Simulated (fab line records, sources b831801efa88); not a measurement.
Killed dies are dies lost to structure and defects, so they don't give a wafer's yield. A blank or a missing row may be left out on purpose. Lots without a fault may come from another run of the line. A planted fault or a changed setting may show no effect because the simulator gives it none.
A struck lot beside a sound one | flow sky130 | 17 steps out of a route of 708
Sound: wafers L909.1, L909.4, L909.6. Struck: wafers L927.4, L927.5, L927.6. The cause comes at the end.
At each step with rows: each side's tool, then ch and its chambers, then its first start. Under that, the readings that differ: sound wafers | struck wafers | difference of the means | sigmas: that difference in standard deviations of wafers without a fault.
alike: readings whose means differ by less than 2 such deviations, and words and numbers that are the same on both sides. not compared: withheld readings, readings that some wafer has no value for, bounds like >300 that may hide the same value, and numbers for which the record gives no deviation and whose values overlap.
The two part at a step that has a row with sigmas, a row that says differs or no value, or rows on one side only. Numbers that don't overlap but have no deviation are shown without sigmas and don't part them. A reading that every wafer of one side lacks parts them only if that side has two wafers or more.

first, 2 steps without rows for these wafers: SKY_NWELL_IMPLANT_12; SKY_NWELL_IMPLANT_13.
SKY_NWELL_STRIP_14: strips in O2/N2.
  sound on plasma_asher-03 ch 1, day 5 00:07; struck on plasma_asher-01 ch 0,1, day 9 02:58
  reading                      | sound             | struck            | difference | sigmas
  drypump_motor_current_A (A)  | 5.2 5.2 5.2       | 6.1 5.9 6.1       | +0.8       | +3
  strip_time_to_endpoint_s (s) | 37.04 36.92 37.03 | 36.79 36.67 36.79 | -0.25      | -2
  alike: n2_flow_sccm, oes_product_au
  not compared: rf_hours_counter_h
SKY_NWELL_TW_MEAS_15:
  sound on film_metro-02, day 5 00:13; struck on film_metro-02, day 9 03:04
  alike: NWELL_TW
then, 7 steps without rows for these wafers: SKY_NWELL_DEHYDRATE_16 (time 60 s); SKY_NWELL_HMDS_17 (prime time 60 s); SKY_NWELL_COAT_18 (resist thk 3000 nm); SKY_NWELL_SOFTBAKE_19; SKY_NWELL_EXPOSE_20 (exposes mask NWM COMPLEMENT, target cd 840 nm); SKY_NWELL_PEB_21; SKY_NWELL_DEVELOP_22 (develop time 60 s).
SKY_NWELL_OVL_MEAS_23:
  sound on overlay-01, day 5 17:56; struck on overlay-02, day 10 00:10
  alike: NWELL_01_OVL
SKY_NWELL_IMPLANT_24:
  sound on implanter-03 ch 0, day 5 17:58; struck on implanter-03 ch 0, day 10 00:16
  reading            | sound                         | struck                          | difference  | sigmas
  dose_ions_cm2      | 9.187e+12 9.188e+12 9.189e+12 | 5.5762e+13 5.5758e+13 5.576e+13 | +4.6572e+13 | +99 or more
  faraday_current_uA | 51.7 51.9 49.9                | 314.1 314.2 304.6               | +259.8      | +99 or more
  alike: beam_energy_keV
SKY_NWELL_STRIP_25: strips in O2/N2.
  sound on plasma_asher-03 ch 0,1, day 5 18:07; struck on plasma_asher-03 ch 0,1, day 10 00:22
  alike: drypump_motor_current_A, n2_flow_sccm, oes_product_au, strip_time_to_endpoint_s
  not compared: rf_hours_counter_h
SKY_NWELL_TW_MEAS_26:
  sound on film_metro-03, day 5 18:13; struck on film_metro-01, day 10 00:28
  reading    | sound       | struck      | difference | sigmas
  NWELL_2_TW | 504 502 501 | 879 881 877 | +377       | +99 or more
then, 1 step without rows for these wafers: SKY_NWELL_CLEAN_27 (cleans in SC1/SC2, time 150 s).
-- the record jumps here: 40 days lie between the struck wafers' starts before and after (it left off in module NWELL and takes up again in module PAD_OPEN, whose first step shown is number 708 of the route) --
SKY_PAD_OPEN_PROBE_99:
  sound on prober-01, day 46 04:01; struck on prober-02, day 50 02:18
  reading                                    | sound                         | struck                        | difference | sigmas
  model.etest.nfet_16v.r_on_ohm_um           | 1.399e+04 1.402e+04 1.405e+04 | 2.043e+04 2.004e+04 2.062e+04 | +6.343e+03 |
  model.etest.pfet_16v.r_on_ohm_um           | 1.55e+04 1.542e+04 1.54e+04   | 8113 8107 8131                | -7323      |
  model.etest.res_iso_pwell.rs_ohm_sq        | 2967 2977 2958                | 897.1 906.4 896.4             | -2067.4    |
  model.etest.res_pwell_under_gate.rs_ohm_sq | 2282 2286 2279                | 705.1 701.6 702.2             | -1579.4    |
  model.etest.res_iso_pwell.line_ohm_um      | 1096 1126 1111                | 326.2 330.2 329.8             | -782.3     |
  model.etest.tip_n_5v.rs_ohm_sq             | 1385 1400 1401                | 1716 1703 1710                | +314       |
  model.etest.res_nwell.line_ohm_um          | 1285 1277 1289                | 1390 1405 1390                | +111       |
  model.etest.tip_sonos.rs_ohm_sq            | 2748 2778 2714                | 2867 2864 2882                | +124       |
  alike: killed_at_M0_to_M3, killed_at_M4_up, killed_at_contacts, killed_at_front_end, killed_at_other, killed_dies, killed_open, killed_short

WHERE THEY PART
First at SKY_NWELL_STRIP_14; last, within this record, at SKY_NWELL_TW_MEAS_26. Later steps at which nothing parts them and some readings are alike: SKY_PAD_OPEN_PROBE_99.

WHY: what the simulator had put in
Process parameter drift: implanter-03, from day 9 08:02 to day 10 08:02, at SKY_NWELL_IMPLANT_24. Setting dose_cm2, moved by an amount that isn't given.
